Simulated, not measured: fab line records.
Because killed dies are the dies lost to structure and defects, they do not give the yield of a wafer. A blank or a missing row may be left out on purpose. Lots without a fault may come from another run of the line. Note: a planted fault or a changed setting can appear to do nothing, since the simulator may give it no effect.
Matching of chambers -- flow sky130 -- SKY_FIELD_ISO_CMP_27 on cmp-01: 4 sister chambers
The step polishes, stops on Si3N4, t overpolish 16 s, target thk 457.8 nm. 8 wafers are shown with their chamber, then 12 later ones without.

EACH WAFER AND ITS CHAMBER
wafer,chamber,motor-current-A (A),time-to-endpoint-s (s)
L086.5,3,11.8,108
L088.4,0,11.4,111
L090.1,1,14.0,113
L090.3,2,11.5,114
L090.6,2,11.1,113
L090.2,0,11.2,112
L090.4,3,12.1,108
L090.5,1,13.4,115

WAFERS MISSING THEIR CHAMBER
wafer,motor-current-A (A),time-to-endpoint-s (s)
L094.1,11.2,108
L094.2,12.2,104
L094.6,11.3,108
L096.1,11.0,109
L096.3,13.7,111
L096.4,12.8,106
L096.2,10.9,103
L096.5,11.6,111
L096.6,12.3,105
L097.3,13.3,112
L097.5,11.8,110
L097.6,12.6,113

WHICH CHAMBER EACH WENT THROUGH
wafer,from the rows above,in truth
L094.1,can't be placed: 3 or 0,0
L094.2,3,3
L094.6,can't be placed: 3 or 0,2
L096.1,can't be placed: 0 or 3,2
L096.3,1,1
L096.4,3,3
L096.2,3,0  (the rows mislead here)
L096.5,can't be placed: 0 or 2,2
L096.6,3,3
L097.3,1,1
L097.5,can't be placed: 3 or 0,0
L097.6,can't be placed: 1 or 2 or 0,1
Placed correctly: 5 of 12. Not placeable from these rows: 6 (in 4, the candidates include the true chamber). Wrongly placed: 1.
How it was worked out, from the rows above alone: a wafer's distance from a chamber is the root of the sum, over the readings, of the square of ((its reading less the chamber's mean) divided by the reading's scatter). The wafer belongs to the nearest chamber; if the next one is less than 2 further off, it can't be placed. For every chamber, the mean is computed from those of its wafers that are shown. The scatter: the root of (the sum of the squares of (reading less its chamber's mean) over the shown wafers, divided by (wafers less chambers)).
